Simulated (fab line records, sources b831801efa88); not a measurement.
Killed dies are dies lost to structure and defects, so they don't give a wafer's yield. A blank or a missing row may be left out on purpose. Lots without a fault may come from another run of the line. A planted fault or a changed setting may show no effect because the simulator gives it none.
fab line records | flow sky130
record lots=14 wafers=42 last_day=50
route steps=708 shown LDD_HVP@287 SD_P@328 SD_N@351
lots that met no fault: from a run of the same line without faults
start_h: hours from the record's first day to the start of the lot's first wafer shown | wait_h: hours since the lot's step before | " the same as in the row above | L1.1+2: a row that stands for several wafers | - no value, or no start given | * or withheld: withheld | < > ~ a bound
route shown NAME@n: a module of which the file shows steps, and the number in the route of the first | usual: mean/standard deviation of fault-free wafers | same: alike in all rows | chamber/n: place in a boat | sites: the reading at each site | _std_site: their standard deviation | _edge_site: outer sites' mean less inner sites' | radius_mm: how far each site lies from the wafer's centre | mask NAME#n: copy n | behind: the tool/chamber that last shaped the wafer | hold: why the lot was held/for how many hours/how that ended | device: the transistor (n, p or np) that didn't switch | end of line: the same wafers' tests at the end of the route | a step without rows: its recipe alone | killed: dies lost to structure and defects at the first sort, not the wafer's yield | map: a wafer's dies, x killed, . not, _ none there
set.NAME: the setting as run; set.NAME@STEP: as run at that earlier step | model.NAME: the simulator's own value behind a step, which no gauge read
steps of the route over a sample of lots; a table a step, a row a wafer
services: from which hour (start_h, from the record's first day; less than 0 if before it) a tool's chamber was out of use, for how many hours, and why
## steps
# step SKY_LDD_HVP_STRIP_09
# recipe chemistry=O2/N2 power_w=1400 pressure_mtorr=1500 platen_temp_c=withheld o2_flow_sccm=3000 n2_flow_sccm=300 overash_fraction=0.5
# usual drypump_motor_current_A=5.76/0.26 n2_flow_sccm=300.1/0.96 oes_product_au=0.408/0.0041 strip_time_to_endpoint_s=4.135/0.015
# columns lot.wafer tool chamber start_h wait_h drypump_motor_current_A n2_flow_sccm oes_product_au rf_hours_counter_h strip_time_to_endpoint_s
L369.2 plasma_asher-03 0 490.38 0.1 5.24 299.1 0.414 34 4.128
L369.3 " 1 " " 5.59 300.0 0.412 - 4.136
L369.6 " 1 " " 5.57 299.9 0.409 - 4.146
L370.3 plasma_asher-03 1 496.31 0.1 5.55 300.9 0.418 - 4.142
L370.4 " 0 " " 5.21 300.9 0.408 - 4.129
L370.5 " 1 " " 5.56 300.5 0.411 - 4.137
L371.1 plasma_asher-04 1 503.53 0.2 5.72 300.9 0.410 7 4.135
L371.3 " 1 " " 5.72 299.9 0.405 - 4.134
L371.4 " 0 " " 5.78 298.9 0.413 - 4.130
L372.1 plasma_asher-02 0 525.47 0.1 5.96 298.6 0.409 72 4.126
L372.2 " 1 " " 6.08 299.6 0.404 72 4.117
L372.6 " 0 " " 5.95 299.1 0.413 - 4.135
L373.2 plasma_asher-04 1 527.47 0.1 5.73 299.6 0.412 9 4.165
L373.4 " 0 " " 5.75 301.1 0.412 - 4.148
L373.5 " 1 " " 5.69 298.5 0.410 - 4.144
L374.1 plasma_asher-02 1 537.52 0.1 6.11 300.3 0.411 74 4.121
L374.3 " 1 " " 6.09 297.7 0.412 - 4.135
L374.6 " 1 " " 6.10 299.7 0.405 - 4.138
L375.3 plasma_asher-02 0 553.60 0.1 5.92 301.8 0.413 - 4.145
L375.4 " 1 " " 6.08 301.1 0.416 - 4.137
L375.5 " 1 " " 6.10 301.0 0.409 - 4.134
L376.1 plasma_asher-02 0 562.02 0.1 5.96 299.0 0.408 77 4.144
L376.4 " 1 " " 6.08 301.4 0.401 - 4.149
L376.6 " 0 " " 5.95 300.8 0.408 - 4.122
L377.2 plasma_asher-02 1 568.82 0.1 6.11 299.8 0.411 77 4.139
L377.3 " 1 " " 6.08 299.6 0.404 - 4.139
L377.4 " 0 " " 5.95 301.0 0.406 - 4.147
L384.1 plasma_asher-04 0 664.13 0.1 5.79 299.7 0.405 22 4.133
L384.2 " 1 " " 5.68 299.0 0.409 22 4.122
L384.3 " 1 " " 5.68 300.0 0.409 - 4.099
L385.1 plasma_asher-03 0 665.33 0.1 5.19 299.7 0.409 51 4.141
L385.5 " 0 " " 5.24 299.3 0.405 - 4.145
L385.6 " 1 " " 5.56 300.5 0.407 - 4.121
L387.1 plasma_asher-03 0 678.82 0.1 5.21 299.9 0.410 53 4.158
L387.5 " 1 " " 5.58 300.6 0.407 - 4.149
L387.6 " 0 " " 5.24 299.1 0.415 - 4.139
L388.1 plasma_asher-04 0 699.87 0.1 5.77 300.4 0.407 26 4.134
L388.2 " 1 " " 5.74 300.3 0.418 26 4.137
L388.3 " 1 " " 5.70 303.3 0.407 - 4.127
L391.1 plasma_asher-02 0 701.12 0.1 5.96 300.9 0.413 89 4.148
L391.3 " 0 " " 5.98 300.0 0.407 - 4.130
L391.6 " 1 " " 6.06 299.1 0.409 - 4.133
# step SKY_SD_P_OVL_MEAS_08
# usual SD_P_OVL=0.8/1.3
# columns lot.wafer tool chamber start_h wait_h SD_P_OVL[nm]
L369.2 overlay-01 - 582.27 0.1 -0.4
L369.3 " - " " -0.7
L369.6 " - " " -0.2
L370.3 overlay-02 - 587.37 0.1 2.3
L370.4 " - " " 1.1
L370.5 " - " " 2.5
L371.1 overlay-02 - 606.61 0.1 1.7
L371.3 " - " " 1.3
L371.4 " - " " 0.5
L372.1 overlay-02 - 615.15 0.1 1.2
L372.2 " - " " 0.7
L372.6 " - " " -0.2
L373.2 overlay-02 - 617.43 0.1 1.6
L373.4 " - " " 1.2
L373.5 " - " " 0.7
L374.1 overlay-01 - 626.12 0.1 3.0
L374.3 " - " " 1.8
L374.6 " - " " 2.5
L375.3 overlay-02 - 643.00 0.1 2.3
L375.4 " - " " 0.6
L375.5 " - " " 1.4
L376.1 overlay-01 - 650.81 0.1 1.1
L376.4 " - " " -2.2
L376.6 " - " " 0.6
L377.2 overlay-02 - 656.90 0.1 0.9
L377.3 " - " " 1.3
L377.4 " - " " 0.4
L384.1 overlay-01 - 748.52 0.1 0.2
L384.2 " - " " 1.4
L384.3 " - " " 2.2
L385.1 overlay-01 - 751.10 0.1 2.6
L385.5 " - " " 1.8
L385.6 " - " " 1.2
L387.1 overlay-02 - 762.74 0.1 -2.3
L387.5 " - " " -1.4
L387.6 " - " " -0.3
L388.1 overlay-02 - 782.76 0.1 2.4
L388.2 " - " " 1.6
L388.3 " - " " -0.3
L391.1 overlay-01 - 785.36 0.1 2.0
L391.3 " - " " 0.5
L391.6 " - " " 1.3
# step SKY_SD_N_IMPLANT_09
# recipe species=As energy_kev=50 dose_cm2=4e+15 tilt_deg=0
# usual beam_energy_keV=50.003/0.015 beam_on_s=19.0/1.9
# columns lot.wafer tool chamber start_h wait_h beam_energy_keV beam_on_s
L369.2 implanter-04 0 640.31 0.0 50.004 18.4
L369.3 " 0 " " 50.045 17.9
L369.6 " 0 " " 50.030 18.9
L370.3 implanter-01 0 645.48 0.1 50.026 17.7
L370.4 " 0 " " 50.039 17.7
L370.5 " 0 " " 50.006 17.8
L371.1 implanter-01 0 664.23 0.0 50.005 17.7
L371.3 " 0 " " 50.007 17.7
L371.4 " 0 " " 50.003 17.9
L372.1 implanter-02 0 672.74 0.0 50.023 22.2
L372.2 " 0 " " 49.994 21.9
L372.6 " 0 " " 50.001 23.0
L373.2 implanter-04 0 674.45 0.0 49.993 18.4
L373.4 " 0 " " 50.014 18.3
L373.5 " 0 " " 50.028 17.9
L374.1 implanter-01 0 682.09 0.0 49.994 17.9
L374.3 " 0 " " 50.013 17.6
L374.6 " 0 " " 49.981 18.0
L375.3 implanter-01 0 697.93 0.1 50.000 17.8
L375.4 " 0 " " 49.994 17.2
L375.5 " 0 " " 49.994 16.6
L376.1 implanter-02 - 706.93 0.0 - -
L376.4 " - " " - -
L376.6 " - " " - -
L377.2 implanter-04 - 712.38 0.0 - -
L377.3 " - " " - -
L377.4 " - " " - -
L384.1 implanter-01 0 802.24 0.0 49.989 17.6
L384.2 " 0 " " 50.017 17.3
L384.3 " 0 " " 49.979 17.6
L385.1 implanter-02 0 803.28 0.0 50.020 22.7
L385.5 " 0 " " 50.032 22.2
L385.6 " 0 " " 50.028 22.1
L387.1 implanter-04 0 815.78 0.0 49.970 18.3
L387.5 " 0 " " 49.998 18.3
L387.6 " 0 " " 49.977 18.4
L388.1 implanter-04 0 835.79 0.0 49.987 18.7
L388.2 " 0 " " 50.000 18.4
L388.3 " 0 " " 50.030 18.4
L391.1 implanter-04 0 837.73 0.0 50.011 18.5
L391.3 " 0 " " 49.999 18.6
L391.6 " 0 " " 50.024 17.9
# step SKY_SD_N_STRIP_11
# recipe chemistry=O2/N2 power_w=1400 pressure_mtorr=1500 platen_temp_c=withheld o2_flow_sccm=3000 n2_flow_sccm=300 overash_fraction=0.5
# usual drypump_motor_current_A=5.8/0.41 n2_flow_sccm=300.1/0.97 oes_product_au=0.528/0.0046 strip_time_to_endpoint_s=22.55/0.045
# columns lot.wafer tool chamber start_h wait_h drypump_motor_current_A n2_flow_sccm oes_product_au rf_hours_counter_h strip_time_to_endpoint_s
L369.2 plasma_asher-04 0 640.59 0.1 5.8 301.9 0.537 20 22.51
L369.3 " 1 " " 5.7 301.6 0.522 - 22.53
L369.6 " 0 " " 5.8 299.2 0.535 - 22.48
L370.3 plasma_asher-04 1 645.76 0.1 5.7 301.8 0.534 - 22.52
L370.4 " 0 " " 5.8 301.2 0.524 - 22.53
L370.5 " 1 " " 5.7 300.4 0.522 - 22.49
L371.1 plasma_asher-04 1 664.53 0.1 5.7 300.4 0.529 23 22.58
L371.3 " 1 " " 5.7 301.1 0.523 - 22.57
L371.4 " 0 " " 5.8 299.7 0.533 - 22.58
L372.1 plasma_asher-03 1 673.04 0.1 5.5 298.8 0.526 52 22.52
L372.2 " 0 " " 5.2 299.8 0.519 52 22.56
L372.6 " 0 " " 5.2 298.6 0.526 - 22.56
L373.2 plasma_asher-01 1 674.73 0.1 6.6 299.9 0.527 98 22.50
L373.4 " 1 " " 6.7 300.1 0.529 - 22.51
L373.5 " 0 " " 5.5 298.9 0.530 - 22.53
L374.1 plasma_asher-04 1 682.39 0.1 5.7 300.2 0.529 24 22.44
L374.3 " 1 " " 5.7 299.8 0.532 - 22.48
L374.6 " 1 " " 5.7 300.5 0.519 - 22.45
L375.3 plasma_asher-03 1 698.21 0.1 5.6 301.1 0.529 - 22.55
L375.4 " 0 " " 5.2 299.6 0.525 - 22.52
L375.5 " 0 " " 5.2 300.3 0.535 - 22.49
L376.1 plasma_asher-01 1 707.23 0.1 6.6 300.0 0.720 101 14.15
L376.4 " 1 " " 6.6 299.6 0.712 - 14.24
L376.6 " 1 " " 6.6 299.1 0.714 - 14.22
L377.2 plasma_asher-04 0 712.66 0.1 5.8 299.7 0.715 27 14.14
L377.3 " 0 " " 5.8 300.5 0.716 - 14.17
L377.4 " 1 " " 5.7 301.1 0.715 - 14.12
L384.1 plasma_asher-03 1 802.54 0.1 5.5 300.9 0.535 66 22.48
L384.2 " 0 " " 5.2 300.6 0.535 66 22.47
L384.3 " 0 " " 5.2 299.4 0.531 - 22.51
L385.1 plasma_asher-01 0 803.58 0.1 5.6 301.5 0.526 6 22.52
L385.5 " 0 " " 5.6 299.7 0.524 - 22.52
L385.6 " 1 " " 6.6 298.2 0.523 - 22.56
L387.1 plasma_asher-01 0 816.08 0.1 5.6 300.6 0.523 7 22.55
L387.5 " 0 " " 5.6 300.2 0.526 - 22.54
L387.6 " 1 " " 6.6 298.9 0.536 - 22.54
L388.1 plasma_asher-01 1 836.09 0.1 6.6 299.7 0.535 10 22.64
L388.2 " 0 " " 5.6 300.4 0.530 10 22.62
L388.3 " 0 " " 5.6 300.2 0.536 - 22.64
L391.1 plasma_asher-01 1 838.03 0.1 6.6 300.3 0.527 10 22.57
L391.3 " 0 " " 5.6 301.1 0.528 - 22.59
L391.6 " 0 " " 5.6 300.2 0.529 - 22.62
# step SKY_SD_N_TW_MEAS_12
# usual SD_N_TW=3952/26
# columns lot.wafer tool chamber start_h wait_h SD_N_TW
L369.2 film_metro-02 - 640.70 0.1 3944
L369.3 " - " " 3946
L369.6 " - " " 3941
L370.3 film_metro-01 - 645.85 0.1 3980
L370.4 " - " " 3986
L370.5 " - " " 4004
L371.1 film_metro-01 - 664.63 0.1 3989
L371.3 " - " " 3976
L371.4 " - " " 3992
L372.1 film_metro-02 - 673.14 0.1 3936
L372.2 " - " " 3941
L372.6 " - " " 3928
L373.2 film_metro-02 - 674.84 0.1 3961
L373.4 " - " " 3962
L373.5 " - " " 3952
L374.1 film_metro-02 - 682.49 0.1 3958
L374.3 " - " " 3932
L374.6 " - " " 3953
L375.3 film_metro-02 - 698.30 0.1 3983
L375.4 " - " " 3990
L375.5 " - " " 3972
L376.1 film_metro-01 - 707.33 0.1 1384
L376.4 " - " " 1383
L376.6 " - " " 1380
L377.2 film_metro-03 - 712.77 0.1 1366
L377.3 " - " " 1369
L377.4 " - " " 1367
L384.1 film_metro-02 - 802.64 0.1 3947
L384.2 " - " " 3949
L384.3 " - " " 3948
L385.1 film_metro-03 - 803.68 0.1 3952
L385.5 " - " " 3932
L385.6 " - " " 3945
L387.1 film_metro-01 - 816.18 0.1 3978
L387.5 " - " " 3961
L387.6 " - " " 3957
L388.1 film_metro-01 - 836.19 0.1 3957
L388.2 " - " " 3945
L388.3 " - " " 3947
L391.1 film_metro-03 - 838.13 0.1 3890
L391.3 " - " " 3907
L391.6 " - " " 3906
# step SKY_SD_N_RTA_14
# recipe temp_c=1075 time_s=2 idle_temp_c=650 ramp_up_c_per_s=150 ramp_down_c_per_s=90 ambient=N2
# usual lamp_power_pct=15.74/0.049 wafer_temp_C_max=1078.3/1.4
# columns lot.wafer tool chamber start_h wait_h lamp_power_pct wafer_temp_C_max
L369.2 rtp_anneal-02 0 640.81 0.0 15.72 1077.2
L369.3 " 0 " " 15.70 1078.5
L369.6 " 0 " " 15.65 1080.6
L370.3 rtp_anneal-01 0 645.96 0.0 15.74 1080.5
L370.4 " 0 " " 15.77 1079.6
L370.5 " 0 " " 15.76 1075.9
L371.1 rtp_anneal-02 0 664.74 0.0 15.76 1077.3
L371.3 " 0 " " 15.74 1076.3
L371.4 " 0 " " 15.80 1079.3
L372.1 rtp_anneal-01 0 673.25 0.0 15.73 1077.4
L372.2 " 0 " " 15.72 1078.4
L372.6 " 0 " " 15.74 1077.4
L373.2 rtp_anneal-02 0 674.95 0.0 15.77 1079.5
L373.4 " 0 " " 15.70 1076.7
L373.5 " 0 " " 15.71 1077.7
L374.1 rtp_anneal-01 0 682.60 0.0 15.79 1078.0
L374.3 " 0 " " 15.77 1076.0
L374.6 " 0 " " 15.80 1077.4
L375.3 rtp_anneal-02 0 698.41 0.0 15.65 1079.7
L375.4 " 0 " " 15.68 1078.5
L375.5 " 0 " " 15.66 1078.4
L376.1 rtp_anneal-01 0 707.44 0.0 15.68 1077.6
L376.4 " 0 " " 15.68 1078.8
L376.6 " 0 " " 15.67 1081.8
L377.2 rtp_anneal-02 0 712.88 0.0 15.77 1078.2
L377.3 " 0 " " 15.74 1077.1
L377.4 " 0 " " 15.77 1077.3
L384.1 rtp_anneal-01 0 802.81 0.0 15.81 1078.7
L384.2 " 0 " " 15.72 1077.1
L384.3 " 0 " " 15.78 1078.3
L385.1 rtp_anneal-02 0 803.79 0.0 15.76 1079.5
L385.5 " 0 " " 15.70 1078.3
L385.6 " 0 " " 15.68 1076.9
L387.1 rtp_anneal-02 0 816.29 0.0 15.75 1079.6
L387.5 " 0 " " 15.77 1075.4
L387.6 " 0 " " 15.76 1079.1
L388.1 rtp_anneal-02 0 836.30 0.0 15.71 1080.4
L388.2 " 0 " " 15.69 1077.8
L388.3 " 0 " " 15.74 1076.5
L391.1 rtp_anneal-01 0 838.24 0.0 15.68 1077.3
L391.3 " 0 " " 15.72 1075.8
L391.6 " 0 " " 15.69 1079.8
# step SKY_SD_N_RS_MEAS_16
# recipe thk_meas_gauge=four-point-probe
# usual SD_N_RS=68.58/0.13
# columns lot.wafer tool chamber start_h wait_h SD_N_RS[ohm/sq]
L369.2 film_metro-03 - 640.99 0.1 68.34
L369.3 " - " " 68.36
L369.6 " - " " 68.56
L370.3 film_metro-02 - 646.15 0.1 68.70
L370.4 " - " " 68.65
L370.5 " - " " 68.85
L371.1 film_metro-03 - 664.91 0.1 68.76
L371.3 " - " " 68.58
L371.4 " - " " 68.44
L372.1 film_metro-01 - 673.42 0.1 68.48
L372.2 " - " " 68.46
L372.6 " - " " 68.47
L373.2 film_metro-01 - 675.13 0.1 68.50
L373.4 " - " " 68.55
L373.5 " - " " 68.55
L374.1 film_metro-02 - 682.77 0.1 68.72
L374.3 " - " " 68.68
L374.6 " - " " 68.71
L375.3 film_metro-03 - 698.60 0.1 68.37
L375.4 " - " " 68.45
L375.5 " - " " 68.45
L376.1 film_metro-02 - 707.61 0.1 442.42
L376.4 " - " " 442.12
L376.6 " - " " 441.68
L377.2 film_metro-01 - 713.07 0.1 441.96
L377.3 " - " " 443.17
L377.4 " - " " 441.82
L384.1 film_metro-02 - 802.98 0.1 68.72
L384.2 " - " " 68.72
L384.3 " - " " 68.69
L385.1 film_metro-01 - 803.96 0.1 68.77
L385.5 " - " " 68.61
L385.6 " - " " 68.51
L387.1 film_metro-03 - 816.46 0.1 68.40
L387.5 " - " " 68.46
L387.6 " - " " 68.44
L388.1 film_metro-02 - 836.47 0.1 68.69
L388.2 " - " " 68.61
L388.3 " - " " 68.71
L391.1 film_metro-01 - 838.41 0.1 68.48
L391.3 " - " " 68.59
L391.6 " - " " 68.60
## services
# columns tool chamber start_h hours kind
plasma_asher-04 - 487.15 2.2 repair
rtp_anneal-02 - 526.19 68.0 pm
implanter-01 - 532.52 1.5 repair
plasma_asher-03 - 539.56 0.6 repair
implanter-02 - 572.21 7.5 repair
plasma_asher-03 - 582.69 2.8 pm
plasma_asher-02 - 592.69 4.0 repair
plasma_asher-04 - 598.78 0.7 repair
implanter-01 - 623.69 17.0 repair
implanter-04 - 643.89 3.8 pm
implanter-02 - 653.42 3.9 pm
implanter-04 - 662.71 2.1 repair
implanter-04 - 664.83 3.1 pm
implanter-04 - 667.28 3.6 repair
implanter-01 - 683.17 2.7 repair
implanter-04 - 694.34 8.8 repair
plasma_asher-01 - 697.61 1.4 repair
implanter-02 - 708.46 9.9 pm
plasma_asher-01 - 733.75 9.0 pm
plasma_asher-02 - 743.12 15.6 pm
implanter-02 - 748.73 1.9 repair
plasma_asher-01 - 780.32 0.9 repair
implanter-01 - 807.97 4.4 pm
plasma_asher-03 - 826.88 6.9 repair
## key
first_sign step=SKY_SD_N_IMPLANT_09 reading=tool_record direction=missing
effect step=SKY_SD_N_STRIP_11 reading=strip_time_to_endpoint_s direction=down sigmas=99+ usual=* struck=*
effect step=SKY_SD_N_TW_MEAS_12 reading=SD_N_TW direction=down sigmas=99 usual=3952 struck=1375
effect step=SKY_SD_N_RS_MEAS_16 reading=SD_N_RS direction=up sigmas=99+ usual=68.58 struck=442.19
met_at SKY_SD_N_IMPLANT_09
struck_lots L376,L377
later_rows_left_out L376.1,L376.4,L376.6,L377.2,L377.3,L377.4
sort_left_out L376.1,L376.4,L376.6,L377.2,L377.3,L377.4
tester_left_out L376,L377
not_acting_at SKY_LDD_HVP_STRIP_09,SKY_SD_P_OVL_MEAS_08,SKY_SD_N_RTA_14
onset_between 674.45 706.93
fault kind=skipped_step_whole tool=implanter-02,implanter-04 chamber=- onset_h=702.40 steps=SKY_SD_N_IMPLANT_09 scope=struck_lots_only
# tester_left_out: of these lots the tester's yield and bins aren't shown, on N5 and GAA mostly nor the transistor test; their killed dies are dies lost to structure and defects alone, not to doping, threshold or leakage, so they don't give the yield
# sort_left_out: the simulated sort isn't trusted on such a fault, so these wafers' sort isn't shown, and their yield isn't known
# later_rows_left_out: the simulator's readings of these wafers behind a module that went badly wrong aren't trusted and aren't shown, but for the sort
